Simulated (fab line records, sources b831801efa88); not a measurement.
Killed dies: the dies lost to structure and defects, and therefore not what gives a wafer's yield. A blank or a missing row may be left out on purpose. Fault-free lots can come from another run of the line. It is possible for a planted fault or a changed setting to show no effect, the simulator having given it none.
The tool behind it: which one? / flow gf180mcu / at 1 step of a route of 602, 6 lots with 18 wafers sampled

== WHAT EACH GAUGE READ, for each wafer ==
GF_DNWELL_TW_MEAS_09.
lot=L862; measured=day 3 06:35; on=film-metro-03; DNWELL_TW=1326 1326 1326
lot=L864; measured=day 3 15:40; on=film-metro-02; DNWELL_TW=1352 1348 1353
lot=L866; measured=day 4 03:29; on=film-metro-03; DNWELL_TW=1358 1351 1359
lot=L876; measured=day 6 07:47; on=film-metro-04; DNWELL_TW=1333 1333 1341
lot=L878; measured=day 6 22:15; on=film-metro-03; DNWELL_TW=1369 1360 1369
lot=L881; measured=day 7 10:26; on=film-metro-02; DNWELL_TW=1336 1343 1334

== WHICH TOOL RAN EACH LOT (tool, then ch and the chambers of the sampled wafers, then the start) ==
Record: no process step prior to these readings.

== THE ANSWER, worked out from the rows above alone ==
Rule: the usual values come from the lots themselves. The widest of any qualifying gaps counts: lots, ordered by their means at a reading, are off when they make up no more than a third of the lots, leave a main group of 4 or more, and stand apart from it by 3 or more times the standard deviation of that group's means. If all means in a main group match to the digits the tables above print for the reading, that group is not used. Also off: a lot with no number at a reading for which 4 or more lots have one. The other lots that the step has rows for count as sound.
No lot is off at any reading shown: from this, nothing can be told.

== WHAT THE SIMULATOR PUT IN ==
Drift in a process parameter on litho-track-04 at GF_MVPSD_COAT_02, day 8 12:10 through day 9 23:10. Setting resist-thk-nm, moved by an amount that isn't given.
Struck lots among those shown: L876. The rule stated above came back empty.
